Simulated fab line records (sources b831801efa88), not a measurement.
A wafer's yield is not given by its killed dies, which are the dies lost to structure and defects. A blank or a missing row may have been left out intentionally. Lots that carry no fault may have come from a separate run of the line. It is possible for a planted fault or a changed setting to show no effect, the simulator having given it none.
Split-lot study ; flow sky130 ; 23 wafers read across 5 lots, on a route 708 steps long

== ON THE SPLIT ==
At SKY_CONTACT_ETCH_16 (etches BARC in N2/H2, stops on SiO2, time 45.9 s, target depth 60 nm), the setting time s was moved away from the recipe's 45.9 s on 11 of the 23 wafers read, by -10.0% to +9.3%. All remaining wafers had this setting at the recipe value.

The split's own step is where the reading is taken.

== THE READING ==
KrF-thick_of_CONTACT_COAT_09.thk nm (the simulator's own value, which no gauge read), in nm, at SKY_CONTACT_ETCH_16 (etches BARC in N2/H2, stops on SiO2, time 45.9 s, target depth 60 nm). There is no usual value for it anywhere in the file. Across the 12 wafers here that went through the recipe, the average is 393.2 nm and the standard deviation 1.2 nm.

wafer;tool, chamber at the split;time s as run, s;against the recipe;KrF-thick_of_CONTACT_COAT_09.thk nm, nm;against lot-mates on the recipe
L078.2;rie diel-02, 1,3;45.9;recipe;391.9;-
L078.3;rie diel-02, 1,3;45.9;recipe;391.9;-
L078.6;rie diel-02, 3;45.9;recipe;392.7;-
L079.1;rie diel-02, 0;45.9;recipe;391.6;-
L079.2;rie diel-02, 1;41.32;-10.0%;396.2;+4.2
L079.4;rie diel-02, 3;41.32;-10.0%;398.2;+6.2
L079.5;rie diel-02, 1;45.9;recipe;392.3;-
L079.6;rie diel-02, 2;41.32;-10.0%;398.1;+6.1
L080.1;rie diel-03, 1;49.94;+8.8%;390.1;-4.7
L080.2;rie diel-03, 2;45.9;recipe;394.8;-
L080.6;rie diel-03, 2;45.9;recipe;394.8;-
L080.4;rie diel-03, 3;45.9;recipe;394.9;-
L080.5;rie diel-03, 1;49.94;+8.8%;390.2;-4.6
L081.1;rie diel-02, 3;50.19;+9.3%;388.9;-4.2
L081.2;rie diel-02, 1,0;45.9;recipe;393.1;-
L081.3;rie diel-02, 1,0;45.9;recipe;393.1;-
L081.4;rie diel-02, 2;50.19;+9.3%;390.6;-2.5
L081.5;rie diel-02, 1;50.19;+9.3%;389.2;-3.9
L085.1;rie diel-02, 0;45.9;recipe;394;-
L085.2;rie diel-02, 3;49.44;+7.7%;392.4;-1.6
L085.3;rie diel-02, 2;49.44;+7.7%;391.5;-2.4
L085.4;rie diel-02, 1;45.9;recipe;393.9;-
L085.5;rie diel-02, 3;49.44;+7.7%;391.1;-2.8
When a row names more than one chamber, that row covers several wafers, and the file does not tell which wafer ran in which chamber.

FIT RESULTS
A straight line over all 23 wafers: KrF-thick_of_CONTACT_COAT_09.thk nm changes by -0.369 nm for each +1% of time s; r = -0.90; the points scatter about the line by 1.1 nm.
The same after taking each lot's own level away (the mean of its wafers on the recipe; 23 wafers): -0.463 nm for each +1%; r = -0.96; scatter 0.8 nm.
That fit puts the effect of the largest move of time s on the reading at 4.6 nm.
From 391.95 to 394.83 nm: that is the span of the lots' own levels, equal to 2.5 times the standard deviation above.
Thus the slope moves with the lot-to-lot level: the two fits are different.
Check: +5.14 nm against its lot-mates is what the line predicts for one of the wafers moved furthest among these (-10.0%) when that wafer is left out of the fit. It came out at +4.25 nm against them.

== OTHER SPLITS APPLIED TO THESE WAFERS ==
Before the reading, these wafers also passed through other splits. Each is held against what the fit with the lots' levels taken away leaves over:
other split on the same wafers;wafers away from the commonest value;r with KrF-thick_of_CONTACT_COAT_09.thk nm (lot level and that fit taken away)
SKY_LI_CONTACT_ETCH_15 bias w;5;+0.11
SKY_LI_CONTACT_SPUTTER_19 chamber pressure pa;15;-0.33
SKY_LOCAL_INTERCONNECT_COAT_05 resist thk nm;8;-0.35
SKY_LOCAL_INTERCONNECT_ETCH_13 ion energy ev;4;+0.04

== THE FILE'S OWN FIT ==
KrF-thick_of_CONTACT_COAT_09.thk nm changes by -0.455 nm for each +1% of time s, r = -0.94.
